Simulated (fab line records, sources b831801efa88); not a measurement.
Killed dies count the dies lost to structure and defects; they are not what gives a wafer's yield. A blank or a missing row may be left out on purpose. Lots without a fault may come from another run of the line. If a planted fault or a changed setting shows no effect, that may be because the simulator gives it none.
Struck lot and sound lot, side by side :: flow sky130 :: 16 steps out of a route of 708
Sound: the wafers L310.1, L310.3, L310.4. Struck: wafers L312.1, L312.2, L312.4. The cause is given at the end.
Each step with rows lists, per side, the tool, then ch with its chambers, then its first start. Under that, the readings that differ: sound wafers :: struck wafers :: difference of the means :: sigmas: that difference in standard deviations of wafers without a fault.
alike: words and numbers the same on both sides, and readings whose means are apart by under 2 such deviations; not compared: readings that were withheld, readings missing a value for some wafer, numbers with overlapping values and no deviation given by the record, and bounds like >300 which may hide the same value.
A row with sigmas, a row that says differs or no value, or rows on one side alone: a step with any of these is where the two part. Non-overlapping numbers with no deviation appear without sigmas and do not part them. A reading missing from all wafers of one side parts the sides only when that side holds two or more wafers.

first, 2 steps without rows for these wafers: SKY_METAL3_PEB_11; SKY_METAL3_DEVELOP_12 (develop time 60 s).
SKY_METAL3_CD_MEAS_13: the cd target is 300 nm.
  sound on cd-sem-01 at day 39 18:30; struck on cd-sem-02 at day 40 12:42
  alike: cd-nm
SKY_METAL3_OVL_MEAS_14:
  sound on overlay-01 at day 39 18:37; struck on overlay-01 at day 40 12:49
  alike: METAL3_OVL
SKY_METAL3_DESCUM_15: chemistry O2, time 8 s.
  sound on rie-metal-01 ch 0,1, day 39 18:40; struck on rie-metal-01 ch 0,1, day 40 12:52
  alike: drypump-motor-current-A, oes-product-au, temp-c
  not compared: rf-hours-counter-h
then, 1 step without rows for these wafers: SKY_METAL3_ETCH_16 (etches BARC in N2/H2, stops on SiO2, time 85.97 s, target depth 60 nm).
SKY_METAL3_ETCH_17: etches SiO2 in C4F8/O2/Ar, stops on TiN, time 3.9 s, target depth 15 nm.
  sound on rie-diel-03 ch 1,2,3, day 39 18:47; struck on rie-diel-03 ch 0,2,3, day 40 12:59
  alike: oes-product-au
  not compared: rf-hours-counter-h
SKY_METAL3_METAL_ETCH_18: etches the open film in Cl2/BCl3, stops on SiO2, target depth 845 nm, time 183.1 s.
  sound on rie-metal-02 ch 0,1, day 39 18:49; struck on rie-metal-04 ch 0,1, day 40 13:01
  alike: drypump-motor-current-A, oes-product-au, throttle-valve-pct
  not compared: rf-hours-counter-h
SKY_METAL3_STRIP_19: strips in O2/N2.
  sound on plasma-asher-01 ch 0,1, day 39 18:59; struck on plasma-asher-01 ch 0,1, day 40 13:11
reading: oes-product-au (a.u.)
sound: 0.494 0.492 0.496
struck: 0.500 0.508 0.509
difference: +0.012
sigmas: +2

reading: strip-time-to-endpoint-s (s)
sound: 6.30 6.32 6.30
struck: 6.46 6.52 6.58
difference: +0.21
sigmas: +3
  alike: drypump-motor-current-A, n2-flow-sccm
  not compared: rf-hours-counter-h
then, 3 steps without rows for these wafers: SKY_METAL3_STRIP_20 (strips in post etch residue remover, time 1200 s); SKY_METAL3_CLEAN_21 (cleans in IPA, time 180 s); SKY_METAL3_CLEAN_22 (cleans in O3/DIW).
SKY_VIA3_HDPCVD_00: deposits SiO2, target thk 1635 nm, time 272.5 s.
  sound on hdpcvd-01 ch 0,1,2, day 39 19:35; struck on hdpcvd-02 ch 1,2, day 41 05:15
SKY_VIA3_THK_MEAS_01:
  sound on film-metro-04 at day 39 19:45; struck on film-metro-04 at day 41 05:25
reading: VIA3_HDPCVD_THK (nm)
sound: 1651 1643 1656
struck: 3273 3284 3301
difference: +1636
sigmas: +99 or more
SKY_VIA3_CMP_02: polishes SiO2.
  sound on cmp-01 ch 0,1,3, day 39 19:49; struck on cmp-01 ch 0,2,3, day 41 05:32
  alike: motor-current-A, slurry-filter-dp-kPa, slurry-flow-ml-min
-- the record jumps here: 6 days lie between the struck wafers' starts before and after (it left off in module VIA3 and takes up again in module PAD_OPEN, whose first step shown is number 708 of the route) --
SKY_PAD_OPEN_PROBE_99:
  sound on prober-02 at day 46 20:17; struck on prober-02 at day 47 13:43
reading: defect-limited-yield (%)
sound: 83.7 85.8 83.7
struck: 80.3
difference: -4.1
sigmas: -2

reading: killed_at_M4_up
sound: 1 5 2
struck: 9
difference: +6
sigmas: +3

reading: killed-dies
sound: 80 70 80
struck: 97
difference: +20
sigmas: +2

reading: killed-short
sound: 28 33 35
struck: 54
difference: +22
sigmas: +3

reading: sort_bin_6_memory (%)
sound: 6.9 5.9 4.9
struck: 8.5
difference: +2.6
sigmas: +2

reading: sort-n-pass
sound: 412 422 412
struck: 395
difference: -20
sigmas: -2

reading: sort-yield-pct (%)
sound: 83.7 85.8 83.7
struck: 80.3
difference: -4.1
sigmas: -2
  alike: killed_at_M0_to_M3, killed-at-contacts, killed-at-front-end, killed-at-other, killed-on-rim, killed-open, sort_bin_3_pad_short, sort_bin_5_function

== WHERE THEY PART ==
Earliest at SKY_METAL3_STRIP_19; latest, in this record, at SKY_PAD_OPEN_PROBE_99.

WHY: what had been put in by the simulator
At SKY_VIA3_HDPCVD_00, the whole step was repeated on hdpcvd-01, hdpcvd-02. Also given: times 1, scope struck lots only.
